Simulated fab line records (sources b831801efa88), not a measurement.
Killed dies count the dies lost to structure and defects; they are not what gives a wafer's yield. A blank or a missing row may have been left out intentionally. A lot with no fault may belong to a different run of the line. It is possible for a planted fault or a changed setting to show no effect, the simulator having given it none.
A lot that was struck, set against a sound lot    flow sky130    17 steps out of a route of 708
Sound: these wafers, L852.1, L852.5, L852.6. Struck: wafers L861.2, L861.3, L861.6. At the end, the cause is stated.
Order at every step that has rows: each side's tool, ch and its chambers, its first start. Under that, the readings that differ: sound wafers    struck wafers    difference of the means    sigmas: that difference in standard deviations of wafers without a fault.
alike: words and numbers the same on both sides, and readings whose means are apart by under 2 such deviations; not compared: readings that were withheld, readings missing a value for some wafer, numbers with overlapping values and no deviation given by the record, and bounds like >300 which may hide the same value.
A row with sigmas, a row that says differs or no value, or rows on one side alone: a step with any of these is where the two part. Numbers that have no deviation but don't overlap get no sigmas and don't part them. A reading missing from all wafers of one side parts the sides only when that side holds two or more wafers.

first, 2 steps without rows for these wafers: SKY_NWELL_IMPLANT_12; SKY_NWELL_IMPLANT_13.
SKY_NWELL_STRIP_14: strips in O2/N2.
  sound on plasma asher-03 ch 0,1, day 5 02:13; struck on plasma asher-03 ch 1, day 7 04:38
  alike: drypump motor current A, oes product au, strip time to endpoint s
  not compared: rf hours counter h
SKY_NWELL_TW_MEAS_15:
  struck on film metro-01, day 7 04:45; sound on film metro-01, day 5 02:19
  alike: NWELL_TW
then, 7 steps without rows for these wafers: SKY_NWELL_DEHYDRATE_16 (time 60 s); SKY_NWELL_HMDS_17 (prime time 60 s); SKY_NWELL_COAT_18 (resist thk 3000 nm); SKY_NWELL_SOFTBAKE_19; SKY_NWELL_EXPOSE_20 (exposes mask NWM COMPLEMENT, target cd 840 nm); SKY_NWELL_PEB_21; SKY_NWELL_DEVELOP_22 (develop time 60 s).
SKY_NWELL_OVL_MEAS_23:
  struck on overlay-01, day 8 00:17; sound on overlay-02, day 5 19:30
  alike: NWELL_01_OVL
SKY_NWELL_IMPLANT_24:
  sound on implanter-02 ch 0, day 5 19:32; struck on implanter-02 ch 0, day 8 00:20
reading             sound                          struck                        difference  sigmas
dose ions cm2       9.184e+12 9.203e+12 9.184e+12  9.937e+12 9.94e+12 9.947e+12  +7.510e+11  +75
faraday current uA  52.2 52.8 51.7                 56.0 54.1 54.8                +2.7        +3
  alike: beam on s
SKY_NWELL_STRIP_25: strips in O2/N2.
  sound on plasma asher-03 ch 0,1, day 5 19:41; struck on plasma asher-04 ch 0,1, day 8 00:28
  alike: drypump motor current A, oes product au, strip time to endpoint s
  not compared: rf hours counter h
SKY_NWELL_TW_MEAS_26:
  struck on film metro-04, day 8 00:34; sound on film metro-04, day 5 19:47
reading     sound        struck       difference  sigmas
NWELL_2_TW  490 491 491  504 508 507  +16         +4
then, 1 step without rows for these wafers: SKY_NWELL_CLEAN_27 (cleans in SC1/SC2, time 150 s).
-- the record jumps here: 40 days lie between the struck wafers' starts before and after (it left off in module NWELL and takes up again in module PAD_OPEN, whose first step shown is number 708 of the route) --
SKY_PAD_OPEN_PROBE_99:
  struck on prober-02, day 48 10:38; sound on prober-01, day 46 08:20
reading                                     sound                          struck                         difference  sigmas
model.etest.pfet_16v.r on ohm um            1.528e+04 1.508e+04 1.575e+04  1.439e+04 1.447e+04 1.488e+04  -7.900e+02  
model.etest.res pwell under gate.rs ohm sq  2267 2265 2281                 2168 2170 2150                 -108        
model.etest.pfet_16v.drive ua um            240.4 241.4 236                256.1 258.8 254.7              +17.3       
model.etest.field n.vt v (V)                35.25 35.13 36.88              37.39 37.49 38.21              +1.94       
  alike: killed_at_M0_to_M3, killed_at_M4_up, killed at contacts, killed at front end, killed at other, killed dies, killed open, killed short

== WHERE THEY PART ==
At SKY_NWELL_IMPLANT_24 first; at SKY_NWELL_TW_MEAS_26 last (within this record only). Later steps at which nothing parts them and some readings are alike: SKY_PAD_OPEN_PROBE_99.

WHY: what had been put in by the simulator
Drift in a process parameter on implanter-02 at SKY_NWELL_IMPLANT_24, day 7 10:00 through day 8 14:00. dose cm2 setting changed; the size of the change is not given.
